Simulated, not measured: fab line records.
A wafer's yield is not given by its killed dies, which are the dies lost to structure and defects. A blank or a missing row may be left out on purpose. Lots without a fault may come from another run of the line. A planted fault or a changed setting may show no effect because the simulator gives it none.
Struck lot and sound lot, side by side :: flow sfqLine :: 42 steps out of a route of 325
Sound: these wafers, L418.1, L418.2, L418.3. Struck: wafers L428.1, L428.2, L428.4. At the end, the cause is stated.
Order at every step that has rows: each side's tool, ch and its chambers, its first start. Under that, the readings that differ: sound wafers :: struck wafers :: difference of the means :: sigmas: that difference in standard deviations of wafers without a fault.
alike: readings whose means differ by less than 2 such deviations, and words and numbers that are the same on both sides. not compared: withheld readings, readings that some wafer has no value for, bounds like >300 that may hide the same value, and numbers for which the record gives no deviation and whose values overlap.
A row with sigmas, a row that says differs or no value, or rows on one side alone: a step with any of these is where the two part. Non-overlapping numbers with no deviation appear without sigmas and do not part them. A reading that every wafer of one side lacks parts them only if that side has two wafers or more.

first, 6 steps without rows for these wafers: SFQ_TRILAYER_I1_VIA_LITHO_COAT_054 (resist thk 62 nm); SFQ_TRILAYER_I1_VIA_LITHO_COAT_049 (resist thk 650 nm); SFQ_TRILAYER_I1_VIA_LITHO_SOFTBAKE_053; SFQ_TRILAYER_I1_VIA_LITHO_EXPOSE_050 (exposes mask I1, target cd 500 nm); SFQ_TRILAYER_I1_VIA_LITHO_PEB_052 (peb time 60 s); SFQ_TRILAYER_I1_VIA_LITHO_DEVELOP_051 (time 60 s).
SFQ_I1_OVL_MEAS_913:
  sound on overlay-02, day 18 16:20; struck on overlay-01, day 22 11:33
  alike: I1_OVL
then, 5 steps without rows for these wafers: SFQ_TRILAYER_I1_VIA_BARC_OPEN_VIA_ETCH_071 (etches BARC in O2, target depth 125 nm, time 41.7 s); SFQ_TRILAYER_I1_VIA_ETCH_VIA_ETCH_052 (etches SiO2 in CHF3, stops on Nb, target depth 260 nm); SFQ_TRILAYER_I1_VIA_STRIP_STRIP_053 (strips in O2); SFQ_TRILAYER_I1_VIA_STRIP_SOLV_CLEAN_054 (cleans in NMP, time 600 s); SFQ_TRILAYER_M2_DEP_PRE_CLEAN_056 (time 22.5 s).
SFQ_TRILAYER_M2_DEP_SPUTTER_055: material Nb, target thk 200 nm, time 133.3 s.
  sound on pvdSputter-04, day 18 17:21; struck on pvdSputter-04, day 22 12:34
reading: model.Nb_of_TRILAYER_M2_DEP_SPUTTER_055.thkNm (nm)
sound: 197.8 196 200.6
struck: 235.4 232.4 235.3
difference: +36.2
sigmas: 
  alike: throttleValvePct
SFQ_M2_RS_MEAS_914: the measuring method here is four-point-probe.
  sound on filmMetro-03, day 18 17:26; struck on filmMetro-03, day 22 12:39
reading: M2_NB_RS (ohm/sq)
sound: 0.902 0.908 0.888
struck: 0.755 0.765 0.755
difference: -0.141
sigmas: -15
then, 6 steps without rows for these wafers: SFQ_TRILAYER_M2_LITHO_COAT_062 (resist thk 62 nm); SFQ_TRILAYER_M2_LITHO_COAT_057 (resist thk 600 nm); SFQ_TRILAYER_M2_LITHO_SOFTBAKE_061; SFQ_TRILAYER_M2_LITHO_EXPOSE_058 (exposes mask M2, target cd 500 nm); SFQ_TRILAYER_M2_LITHO_PEB_060 (peb time 60 s); SFQ_TRILAYER_M2_LITHO_DEVELOP_059 (time 60 s).
-- the record jumps here: 6 days lie between the struck wafers' starts before and after --
SFQ_M2_OVL_MEAS_916:
  sound on overlay-01, day 24 08:38; struck on overlay-02, day 28 17:50
  alike: M2_OVL
SFQ_TRILAYER_M2_BARC_OPEN_METAL_ETCH_077: etches BARC in O2, target depth 125 nm, time 41.7 s.
  sound on rieMetal-04 ch 0,1, day 24 08:41; struck on rieMetal-02 ch 0,1, day 28 17:52
  alike: biasW, drypumpMotorCurrentA, oesProductAu
  not compared: rfHoursCounterH
SFQ_TRILAYER_M2_ETCH_METAL_ETCH_060: etches Nb in Cl2/Ar, stops on SiO2, target depth 240 nm, time 120 s.
  sound on rieMetal-04 ch 0,1, day 24 08:44; struck on rieMetal-02 ch 0,1, day 28 17:56
reading: oesProductAu (a.u.)
sound: 0.887 0.885 0.893
struck: 0.997 0.973 0.986
difference: +0.097
sigmas: +14
  alike: biasW, drypumpMotorCurrentA
  not compared: rfHoursCounterH
SFQ_TRILAYER_M2_STRIP_STRIP_061: strips in O2.
  sound on rieMetal-04 ch 0,1, day 24 08:52; struck on rieMetal-02 ch 0,1, day 28 18:04
  alike: drypumpMotorCurrentA, oesProductAu
  not compared: rfHoursCounterH
then, 1 step without rows for these wafers: SFQ_TRILAYER_M2_STRIP_SOLV_CLEAN_062 (cleans in NMP, time 600 s).
SFQ_TRILAYER_I2_DEP_PECVD_063: deposits SiO2 from SiH4/N2O, time 111.11 s, target thk 500 nm.
  sound on pecvd-02 ch 0,1,2, day 24 09:38; struck on pecvd-02 ch 0,1,2, day 28 18:50
  alike: heaterPowerW, susceptorTempC, throttleValvePct
then, 1 step without rows for these wafers: SFQ_TRILAYER_I2_CMP_CMP_064 (polishes SiO2).
SFQ_I2_BOW_MEAS_917:
  sound on filmMetro-03, day 25 02:50; struck on filmMetro-04, day 28 23:45
  alike: I2_BOW
SFQ_TRILAYER_I2_METRO_MEASURE_065:
  sound on filmMetro-03, day 25 02:57; struck on filmMetro-04, day 28 23:52
  alike: thkNm
then, 6 steps without rows for these wafers: SFQ_TRILAYER_I2_VIA_LITHO_COAT_072 (resist thk 62 nm); SFQ_TRILAYER_I2_VIA_LITHO_COAT_067 (resist thk 650 nm); SFQ_TRILAYER_I2_VIA_LITHO_SOFTBAKE_071; SFQ_TRILAYER_I2_VIA_LITHO_EXPOSE_068 (exposes mask I2, target cd 500 nm); SFQ_TRILAYER_I2_VIA_LITHO_PEB_070 (peb time 60 s); SFQ_TRILAYER_I2_VIA_LITHO_DEVELOP_069 (time 60 s).
-- the record jumps here: 7 days lie between the struck wafers' starts before and after --
SFQ_I2_OVL_MEAS_918:
  sound on overlay-01, day 31 11:37; struck on overlay-02, day 35 21:00
  alike: I2_OVL
then, 2 steps without rows for these wafers: SFQ_TRILAYER_I2_VIA_BARC_OPEN_VIA_ETCH_096 (etches BARC in O2, target depth 125 nm, time 41.7 s); SFQ_TRILAYER_I2_VIA_ETCH_VIA_ETCH_070 (etches SiO2 in CHF3, stops on Nb, target depth 260 nm).
SFQ_TRILAYER_I2_VIA_STRIP_STRIP_071: strips in O2.
  sound on rieMetal-01 ch 0,1, day 31 11:48; struck on rieMetal-03 ch 0,1, day 35 21:11
  alike: drypumpMotorCurrentA, oesProductAu
  not compared: rfHoursCounterH
then, 2 steps without rows for these wafers: SFQ_TRILAYER_I2_VIA_STRIP_SOLV_CLEAN_072 (cleans in NMP, time 600 s); SFQ_TRILAYER_M3_DEP_PRE_CLEAN_074 (time 22.5 s).
-- the record jumps here: 51 days lie between the struck wafers' starts before and after --
SFQ_M8_BOW_MEAS_951:
  sound on filmMetro-02, day 81 18:32; struck on filmMetro-02, day 86 17:47
reading: model.etest.m2.ohmUm
sound: 1.812 1.816 1.79
struck: 1.496 1.519 1.504
difference: -0.300
sigmas: 

reading: model.etest.i1.linkOhm
sound: 1.972 1.974 1.956
struck: 1.801 1.826 1.802
difference: -0.158
sigmas: 

reading: model.etest.m2.ohmSq
sound: 0.9004 0.9083 0.8879
struck: 0.7563 0.7661 0.7567
difference: -0.1392
sigmas: 

reading: model.etest.i2.linkOhm
sound: 1.97 1.972 1.966
struck: 1.808 1.829 1.807
difference: -0.155
sigmas: 
  alike: M8_BOW

== WHERE THEY PART ==
First at SFQ_M2_RS_MEAS_914; last, within this record, at SFQ_TRILAYER_M2_ETCH_METAL_ETCH_060. Later steps at which nothing parts them and some readings are alike: SFQ_TRILAYER_M2_STRIP_STRIP_061, SFQ_TRILAYER_I2_DEP_PECVD_063, SFQ_I2_BOW_MEAS_917, SFQ_TRILAYER_I2_METRO_MEASURE_065, SFQ_I2_OVL_MEAS_918, SFQ_TRILAYER_I2_VIA_STRIP_STRIP_071, SFQ_M8_BOW_MEAS_951.

WHY: whatever the simulator had introduced
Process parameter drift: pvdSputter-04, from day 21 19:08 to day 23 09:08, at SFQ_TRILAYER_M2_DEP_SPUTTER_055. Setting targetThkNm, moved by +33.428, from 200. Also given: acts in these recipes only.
